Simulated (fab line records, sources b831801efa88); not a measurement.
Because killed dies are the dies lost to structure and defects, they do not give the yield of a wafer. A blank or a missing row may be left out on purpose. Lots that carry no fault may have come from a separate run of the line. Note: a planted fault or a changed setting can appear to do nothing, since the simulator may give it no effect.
Which tool did it? -- flow gf180mcu -- 10 lots, 30 wafers sampled, at 5 steps of a route of 602

## WHAT THE GAUGES READ, wafer by wafer
GF_M4_OVL_MEAS_15. Usual: M4_OVL gives 0 nm (standard deviation 5.5).
lot,measured,on,M4_OVL (nm),flag
L715,day 23 21:53,overlay-01,4 -3 4,
L717,day 24 17:24,overlay-01,10 10 5,
L719,day 25 17:49,overlay-01,1 5 8,
L720,day 26 06:21,overlay-02,2 -2 -2,
L723,day 26 21:05,overlay-01,10 3 -5,
L726,day 27 20:12,overlay-01,11 8 11,
L731,day 29 04:44,overlay-02,-6 -3 4,
L730,day 29 05:26,overlay-01,-2 1 7,
L733,day 29 21:43,overlay-01,4 7 12,
L736,day 30 11:41,overlay-01,-6 -4 7,

GF_V4_THK_MEAS_03. Usual: V4_CVD_02_THK gives 848 nm (standard deviation 10).
lot,measured,on,V4_CVD_02_THK (nm),flag
L715,day 23 22:47,film-metro-01,855 854 857,
L717,day 24 18:17,film-metro-04,847 847 865,
L719,day 25 18:42,film-metro-02,842 830 841,
L720,day 26 07:21,film-metro-01,852 852 874,
L723,day 26 22:01,film-metro-01,832 839 842,
L726,day 27 21:08,film-metro-01,826 838 844,
L731,day 29 05:38,film-metro-02,851 863 861,
L730,day 29 06:20,film-metro-01,841 836 856,
L733,day 29 23:02,film-metro-01,857 852 852,
L736,day 30 12:37,film-metro-04,848 855 845,

GF_V4_RS_MEAS_24: a four-point-probe measurement. Usual: V4_W_RS gives 0.327 ohm/sq (standard deviation 0.0067).
lot,measured,on,V4_W_RS (ohm/sq),flag
L715,day 24 22:56,film-metro-01,0.317 0.327 0.327,
L717,day 25 18:06,film-metro-01,0.319 0.328 0.317,
L719,day 26 17:38,film-metro-02,0.315 0.330 0.330,
L720,day 27 05:58,film-metro-02,0.319 0.316 0.336,
L723,day 27 20:29,film-metro-01,0.314 0.314 0.313,
L726,day 28 18:20,film-metro-01,0.386 0.377 0.393 0.388 0.376 0.393,OFF
L731,day 30 02:20,film-metro-04,0.331 0.333 0.331,
L730,day 30 02:53,film-metro-01,0.383 0.397 0.381 0.382 0.395 0.381,OFF
L733,day 30 19:18,film-metro-02,0.333 0.325 0.330,
L736,day 31 09:08,film-metro-02,0.335 0.337 0.338,

GF_V4_THK_MEAS_25: measures by xrf. Usual: V4_W_THK gives 360 nm (standard deviation 7.4).
lot,measured,on,V4_W_THK (nm),flag
L715,day 24 23:04,film-metro-01,369 357 355,
L717,day 25 18:13,film-metro-01,367 355 368,
L719,day 26 17:46,film-metro-02,377 358 359,
L720,day 27 06:04,film-metro-02,372 377 354,
L723,day 27 20:37,film-metro-01,370 372 372,
L726,day 28 23:56,film-metro-01,303 311 297 302 310 296,OFF
L731,day 30 02:28,film-metro-04,357 358 358,
L730,day 30 06:00,film-metro-01,304 294 307 305 295 309,OFF
L733,day 30 19:23,film-metro-02,357 364 361,
L736,day 31 09:14,film-metro-02,353 351 351,

## TOOL THAT RAN EACH LOT (tool first, then ch and the chambers of the sampled wafers, then the start)
lot,GF_V4_CVD_23
L715,"cvd-w-02 ch 0,1, day 24 22:50"
L717,"cvd-w-02 ch 0,1, day 25 17:58"
L719,"cvd-w-02 ch 0,1, day 26 17:32"
L720,"cvd-w-02 ch 0,1, day 27 05:50"
L723,"cvd-w-02 ch 1, day 27 20:23"
L726,"cvd-w-02 ch 0,1, day 28 18:14"
L731,"cvd-w-01 ch 0, day 30 02:14"
L730,"cvd-w-02 ch 0,1, day 30 02:47"
L733,"cvd-w-01 ch 0,1, day 30 19:10"
L736,"cvd-w-01 ch 0,1, day 31 09:01"
- GF_V4_CVD_23: deposits W, target thk 350 nm, time 104.9 s.

## WHAT THE TOOLS THEMSELVES READ (means of the sampled wafers that have a number; where no wafer has one, the mark that the record gives instead)
GF_V4_CVD_23. Usual: heater-power-w 819 W, standard deviation 95; susceptor-temp-C 399.99 C, standard deviation 0.2.
lot,tool,heater-power-w (W),susceptor-temp-C (C),flag
L715,cvd-w-02,843,399.92,
L717,cvd-w-02,825,399.89,
L719,cvd-w-02,842,400.02,
L720,cvd-w-02,816,400.00,
L723,cvd-w-02,795,399.81,
L726,cvd-w-02,833,399.95,
L731,cvd-w-01,944,399.79,
L730,cvd-w-02,828,399.79,
L733,cvd-w-01,850,400.10,
L736,cvd-w-01,846,400.43,

## THE ANSWER, worked out from the rows above alone
Rule: take the mean of a lot's wafers that have a number; if it is more than 3 standard deviations from the usual mean, the lot is off. A lot without any number at a reading at which 4 lots or more have one is off too. The other lots that the step has rows for count as sound. After the gauges, taken in route order, come the tools' own readings; for these a lot's mean is taken, as printed above. The first step at which some lot is off is used, and at that step the reading that is off furthest; a lot without a number counts as furthest.
Off: at GF_V4_RS_MEAS_24 (V4_W_RS), L726, L730.
If a tool, at a process step before that reading, ran all the lots that are off and no sound lot after the first of them, it fits. The gauges at GF_V4_RS_MEAS_24 are tried like those tools. 2 tools fit, cvd-w-02 at GF_V4_CVD_23 and film-metro-01 at GF_V4_RS_MEAS_24, so this cannot tell which one it is.

## WHAT WAS PUT IN BY THE SIMULATOR
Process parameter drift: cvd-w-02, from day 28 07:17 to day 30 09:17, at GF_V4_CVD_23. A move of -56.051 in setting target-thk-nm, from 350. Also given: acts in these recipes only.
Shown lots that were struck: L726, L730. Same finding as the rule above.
